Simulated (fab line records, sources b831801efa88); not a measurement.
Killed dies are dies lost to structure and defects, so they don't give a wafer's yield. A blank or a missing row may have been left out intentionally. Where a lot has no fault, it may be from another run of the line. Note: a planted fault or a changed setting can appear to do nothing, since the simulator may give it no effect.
Struck lot and sound lot, side by side / flow sky130 / 15 out of 708 route steps
Sound: these wafers, L992.3, L992.4, L992.6. Struck: wafers L103.1, L103.2, L103.5. The cause is named last.
For every step that has rows: the tool of each side, followed by ch and its chambers, followed by its first start. Under that, the readings that differ: sound wafers / struck wafers / difference of the means / sigmas: that difference in standard deviations of wafers without a fault.
alike: readings whose means differ by less than 2 such deviations, and words and numbers that are the same on both sides. not compared: withheld readings, readings that some wafer has no value for, bounds like >300 that may hide the same value, and numbers for which the record gives no deviation and whose values overlap.
The two part at a step that has a row with sigmas, a row that says differs or no value, or rows on one side only. Non-overlapping numbers with no deviation appear without sigmas and do not part them. A reading missing from all wafers of one side parts the sides only when that side holds two or more wafers.

SKY_LOCAL_INTERCONNECT_CD_MEAS_11: target cd 170 nm.
  sound on cd-sem-01 at day 33 15:25; struck on cd-sem-02 at day 36 01:05
  alike: cd-nm
SKY_LOCAL_INTERCONNECT_OVL_MEAS_12:
  sound on overlay-01 at day 33 15:31; struck on overlay-01 at day 36 01:12
  alike: LOCAL_INTERCONNECT_OVL
SKY_LOCAL_INTERCONNECT_ETCH_13: etches BARC in N2/H2, stops on SiO2, time 45.9 s, target depth 60 nm.
  sound on rie-metal-02 ch 0,1, day 33 15:34; struck on rie-metal-02 ch 0,1, day 36 01:14
  alike: drypump-motor-current-A, oes-product-au, throttle-valve-pct
  not compared: rf-hours-counter-h
SKY_LOCAL_INTERCONNECT_METAL_ETCH_14: etches TiN in Cl2/BCl3, stops on PSG, target depth 110 nm, time 31.4 s.
  sound on rie-metal-02 ch 0,1, day 33 15:37; struck on rie-metal-02 ch 0,1, day 36 01:18
reading=oes-product-au (a.u.); sound=0.944 0.958 0.962; struck=0.941 0.934 0.939; difference=-0.017; sigmas=-2
  alike: drypump-motor-current-A, throttle-valve-pct
  not compared: rf-hours-counter-h
SKY_LOCAL_INTERCONNECT_STRIP_15: strips in O2/N2.
  sound on plasma-asher-02 ch 0,1, day 33 15:41; struck on plasma-asher-02 ch 0,1, day 36 01:21
  alike: drypump-motor-current-A, oes-product-au, strip-time-to-endpoint-s
  not compared: rf-hours-counter-h
then, 3 steps without rows for these wafers: SKY_LOCAL_INTERCONNECT_STRIP_16 (strips in post etch residue remover, time 1200 s); SKY_LOCAL_INTERCONNECT_CLEAN_17 (cleans in IPA, time 180 s); SKY_LOCAL_INTERCONNECT_CLEAN_18 (cleans in O3/DIW).
SKY_CONTACT_CVD_00: deposits Si3N4, target thk 75 nm.
  sound on pecvd-02 ch 1,2, day 33 16:17; struck on pecvd-01 ch 0,1,2, day 36 01:57
  alike: heater-power-w
SKY_CONTACT_THK_MEAS_01:
  sound on film-metro-02 at day 33 16:20; struck on film-metro-03 at day 36 01:59
  alike: CONTACT_CVD_00_THK
then, 1 step without rows for these wafers: SKY_CONTACT_HDPCVD_02 (deposits SiO2, target thk 565 nm, time 94.2 s).
SKY_CONTACT_THK_MEAS_03:
  sound on film-metro-03 at day 33 16:28; struck on film-metro-04 at day 36 02:07
  alike: CONTACT_HDPCVD_THK
SKY_CONTACT_CMP_04: polishes SiO2.
  sound on cmp-02 ch 0,1,3, day 33 16:37; struck on cmp-01 ch 1,2,3, day 36 02:10
reading=head-pressure-psi (psi); sound=3.995 4.013 3.988; struck=4.139 4.160 4.161; difference=+0.155; sigmas=+17
  alike: motor-current-A, time-to-endpoint-s
SKY_CONTACT_BOW_MEAS_05:
  sound on film-metro-04 at day 33 16:51; struck on film-metro-03 at day 36 02:28
  alike: CONTACT_BOW
SKY_PAD_OPEN_PROBE_99:
  the record has rows for the sound wafers here (prober-01, day 48 05:53) and none for the struck ones

WHERE THEY PART
Last at SKY_PAD_OPEN_PROBE_99 as far as this record goes, first at SKY_LOCAL_INTERCONNECT_METAL_ETCH_14.

WHY: the cause the simulator had injected
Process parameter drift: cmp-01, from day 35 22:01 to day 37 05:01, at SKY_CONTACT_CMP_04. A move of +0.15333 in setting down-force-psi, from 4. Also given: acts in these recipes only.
